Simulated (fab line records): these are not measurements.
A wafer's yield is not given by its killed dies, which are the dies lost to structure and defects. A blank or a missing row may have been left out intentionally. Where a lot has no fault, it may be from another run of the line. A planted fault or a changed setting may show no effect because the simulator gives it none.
Which tool did it?    flow gf180mcu    42 wafers from 14 lots sampled at 5 of the route's 602 steps

WHAT THE GAUGES READ, wafer by wafer
GF_V3_THK_MEAS_01. Usual: V3_CVD_00_THK typically reads 602 nm, with standard deviation 6.2.
lot   measured      on            V3_CVD_00_THK (nm)  flag
L445  day 21 15:22  filmMetro-03  613 600 596         
L446  day 21 19:23  filmMetro-03  613 605 604         
L447  day 22 08:04  filmMetro-01  606 604 605         
L449  day 23 02:27  filmMetro-01  607 606 603         
L450  day 23 13:00  filmMetro-02  612 611 614         
L451  day 23 17:07  filmMetro-02  608 607 608         
L452  day 23 22:50  filmMetro-02  599 604 606         
L454  day 25 00:44  filmMetro-01  596 600 601         
L455  day 25 11:44  filmMetro-03  608 609 602         
L456  day 25 15:08  filmMetro-01  608 608 608         
L457  day 26 07:50  filmMetro-03  607 608 615         
L460  day 27 01:43  filmMetro-02  600 597 605         
L463  day 27 18:48  filmMetro-03  604 601 602         
L468  day 29 07:00  filmMetro-02  595 599 600         

GF_MIM_THK_MEAS_06. Usual: MIM_CVD_05_THK typically reads 41.9 nm, with standard deviation 0.55.
lot   measured      on            MIM_CVD_05_THK (nm)  flag
L445  day 24 18:42  filmMetro-03  41.8 42.1 42.1       
L446  day 24 22:21  filmMetro-03  40.8 41.6 41.1       
L447  day 25 10:02  filmMetro-01  42.1 42.0 42.9       
L449  day 26 03:28  filmMetro-03  41.7 40.8 42.1       
L450  day 26 12:49  filmMetro-01  41.1 42.3 41.8       
L451  day 26 15:53  filmMetro-04  42.2 42.0 42.8       
L452  day 26 21:17  filmMetro-04  41.7 41.1 42.1       
L454  day 27 20:30  filmMetro-03  41.6 42.0 42.7       
L455  day 28 07:54  filmMetro-04  41.0 41.9 42.0       
L456  day 28 13:22  filmMetro-03  42.0 42.9 43.1       
L457  day 29 01:28  filmMetro-01  42.0 42.9 42.3       
L460  day 29 18:31  filmMetro-03  41.1 42.3 41.9       
L463  day 30 09:54  filmMetro-03  41.7 42.7 42.5       
L468  day 31 18:11  filmMetro-03  41.5 41.6 42.1       

GF_TOP_METAL_OVL_MEAS_15. Usual: TOP_METAL_OVL typically reads 1.1 nm, with standard deviation 1.4.
lot   measured      on          TOP_METAL_OVL (nm)             flag
L445  day 28 09:12  overlay-02  -1.0 -1.2 -1.8                 
L446  day 28 13:49  overlay-01  2.9 2.3 2.8                    
L447  day 28 22:44  overlay-02  1.3 0.4 1.8                    
L449  day 29 14:49  overlay-01  0.6 0.7 2.2                    
L450  day 29 21:59  overlay-01  2.8 2.2 1.4                    
L451  day 30 01:40  overlay-01  2.7 2.3 2.8                    
L452  day 30 07:14  overlay-01  1.2 2.1 1.8                    
L454  day 31 03:26  overlay-01  0.8 -2.7 -2.2                  
L455  day 31 14:34  overlay-02  2.4 1.8 0.0                    
L456  day 31 19:14  overlay-02  3.3 1.0 0.7                    
L457  day 32 05:21  overlay-01  41.5 41.2 41.4 40.4 40.5 41.0  OFF
L460  day 32 20:36  overlay-01  -0.6 -1.9 -0.8                 
L463  day 33 10:07  overlay-02  43.2 44.0 42.3 42.3 42.8 41.5  OFF
L468  day 34 15:10  overlay-02  -0.1 1.4 0.2                   

EACH LOT AND THE TOOL THAT RAN IT (in order: tool; ch and the chambers of the sampled wafers; start)
lot   GF_TOP_METAL_SPUTTER_04      GF_TOP_METAL_EXPOSE_11
L445  pvdSputter-04, day 27 13:28  ilineStepper-01 ch 0, day 27 23:40
L446  pvdSputter-04, day 27 17:15  ilineStepper-01 ch 0, day 28 04:03
L447  pvdSputter-02, day 28 03:24  ilineStepper-02 ch 0, day 28 13:24
L449  pvdSputter-04, day 28 18:46  ilineStepper-02 ch 0, day 29 04:58
L450  pvdSputter-01, day 29 03:19  ilineStepper-02 ch 0, day 29 12:37
L451  pvdSputter-04, day 29 06:50  ilineStepper-02 ch 0, day 29 16:30
L452  pvdSputter-01, day 29 12:44  ilineStepper-02 ch 0, day 29 22:14
L454  pvdSputter-02, day 30 09:15  ilineStepper-01 ch 0, day 30 18:26
L455  pvdSputter-04, day 30 21:34  ilineStepper-01 ch 0, day 31 06:04
L456  pvdSputter-01, day 31 01:43  ilineStepper-02 ch 0, day 31 10:16
L457  pvdSputter-01, day 31 12:30  ilineStepper-02 ch 0, day 31 21:00
L460  pvdSputter-02, day 32 04:07  ilineStepper-01 ch 0, day 32 12:18
L463  pvdSputter-04, day 32 17:38  ilineStepper-02 ch 0, day 33 01:58
L468  pvdSputter-01, day 33 23:47  ilineStepper-01 ch 0, day 34 07:36
- GF_TOP_METAL_SPUTTER_04: material TiN, target thk 25 nm, time 20.8 s.
- GF_TOP_METAL_EXPOSE_11: exposes mask MetalTop, target cd 440 nm.

WHAT THE TOOLS THEMSELVES READ (means of the sampled wafers that have a number; where no wafer has one, the mark that the record gives instead)
GF_TOP_METAL_SPUTTER_04. Usual: throttleValvePct at 29.8 %, with a standard deviation of 1.
lot   tool           throttleValvePct (%)  flag
L445  pvdSputter-04  29.0                  
L446  pvdSputter-04  29.0                  
L447  pvdSputter-02  29.5                  
L449  pvdSputter-04  28.9                  
L450  pvdSputter-01  30.8                  
L451  pvdSputter-04  30.0                  
L452  pvdSputter-01  30.9                  
L454  pvdSputter-02  29.4                  
L455  pvdSputter-04  29.7                  
L456  pvdSputter-01  30.4                  
L457  pvdSputter-01  30.7                  
L460  pvdSputter-02  28.9                  
L463  pvdSputter-04  28.1                  
L468  pvdSputter-01  30.4                  

THE ANSWER, worked out from the rows above alone
Rule: a lot is off if the mean of its wafers that have a number lies more than 3 standard deviations from the usual mean. A lot without any number at a reading at which 4 lots or more have one is off too. All remaining lots with rows at the step are treated as sound. First the gauges in route order, then the tools' own readings, where a lot's mean is used as printed above. The first step at which some lot is off is used, and at that step the reading that is off furthest; a lot without a number counts as furthest.
Off: L457, L463, seen at GF_TOP_METAL_OVL_MEAS_15 (TOP_METAL_OVL).
If a tool, at a process step before that reading, ran all the lots that are off and no sound lot after the first of them, it fits. Those tools and the gauges at GF_TOP_METAL_OVL_MEAS_15 are tried in the same way. One fits: GF_TOP_METAL_EXPOSE_11 on ilineStepper-02. A fault onset in the window from L456 (day 31 10:16, its last sound lot) to L457 (day 31 21:00, its first lot off) fits.

WHAT THE SIMULATOR PUT IN
Scanner matching overlay: ilineStepper-02, from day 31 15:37 on, at GF_TOP_METAL_EXPOSE_11. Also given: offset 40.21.
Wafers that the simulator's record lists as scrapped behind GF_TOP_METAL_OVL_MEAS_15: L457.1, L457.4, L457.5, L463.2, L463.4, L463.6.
Struck lots among those shown: L457, L463. The rule above found the same.
